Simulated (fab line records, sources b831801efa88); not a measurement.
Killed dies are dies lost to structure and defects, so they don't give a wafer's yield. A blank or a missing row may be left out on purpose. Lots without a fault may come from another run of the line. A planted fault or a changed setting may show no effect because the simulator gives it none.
A struck lot beside a sound one | flow sky130 | 15 steps out of a route of 708
Sound: wafers L361.3, L361.4, L361.5. Struck: wafers L372.4, L372.5, L372.6. The cause comes at the end.
At each step with rows: each side's tool, then ch and its chambers, then its first start. Under that, the readings that differ: sound wafers | struck wafers | difference of the means | sigmas: that difference in standard deviations of wafers without a fault.
alike: readings whose means differ by less than 2 such deviations, and words and numbers that are the same on both sides. not compared: withheld readings, readings that some wafer has no value for, bounds like >300 that may hide the same value, and numbers for which the record gives no deviation and whose values overlap.
The two part at a step that has a row with sigmas, a row that says differs or no value, or rows on one side only. Numbers that don't overlap but have no deviation are shown without sigmas and don't part them. A reading that every wafer of one side lacks parts them only if that side has two wafers or more.

first, 4 steps without rows for these wafers: SKY_PWDE_SOFTBAKE_03; SKY_PWDE_EXPOSE_04 (exposes mask PWDEM, target cd 840 nm); SKY_PWDE_PEB_05; SKY_PWDE_DEVELOP_06 (develop time 60 s).
SKY_PWDE_OVL_MEAS_07:
  sound on overlay-02, day 3 20:37; struck on overlay-02, day 6 13:51
  alike: PWDE_OVL
then, 1 step without rows for these wafers: SKY_PWDE_IMPLANT_08.
SKY_PWDE_STRIP_09: strips in O2/N2.
  sound on plasma_asher-03 ch 0,1, day 3 20:49; struck on plasma_asher-02 ch 0,1, day 6 14:04
  alike: drypump_motor_current_A, oes_product_au, strip_time_to_endpoint_s
  not compared: rf_hours_counter_h
SKY_PWDE_TW_MEAS_10:
  sound on film_metro-03, day 3 20:54; struck on film_metro-01, day 6 14:09
  alike: PWDE_TW
then, 4 steps without rows for these wafers: SKY_NWELL_DEHYDRATE_03 (time 60 s); SKY_NWELL_HMDS_04 (prime time 60 s); SKY_NWELL_COAT_05 (resist thk 3000 nm); SKY_NWELL_SOFTBAKE_06.
SKY_NWELL_EXPOSE_07: exposes mask NWM, target cd 840 nm.
  sound on iline_stepper-02 ch 0, day 4 06:19; struck on iline_stepper-02 ch 0, day 6 23:38
  reading | sound             | struck                     | difference | sigmas
  mask    | NWM#0 NWM#0 NWM#0 | NWM_R1#0 NWM_R1#0 NWM_R1#0 | differs    |
  alike: exposure_dose_mJ_cm2, stage_vel_mm_s
then, 1 step without rows for these wafers: SKY_NWELL_PEB_08.
-- the record jumps here: 42 days lie between the struck wafers' starts before and after (it left off in module NWELL and takes up again in module PAD_OPEN, whose first step shown is number 708 of the route) --
SKY_PAD_OPEN_PROBE_99:
  the record has rows for the struck wafers here (prober-01, day 48 19:37) and none for the sound ones

WHERE THEY PART
First at SKY_NWELL_EXPOSE_07; last, within this record, at SKY_PAD_OPEN_PROBE_99.

WHY: what the simulator had put in
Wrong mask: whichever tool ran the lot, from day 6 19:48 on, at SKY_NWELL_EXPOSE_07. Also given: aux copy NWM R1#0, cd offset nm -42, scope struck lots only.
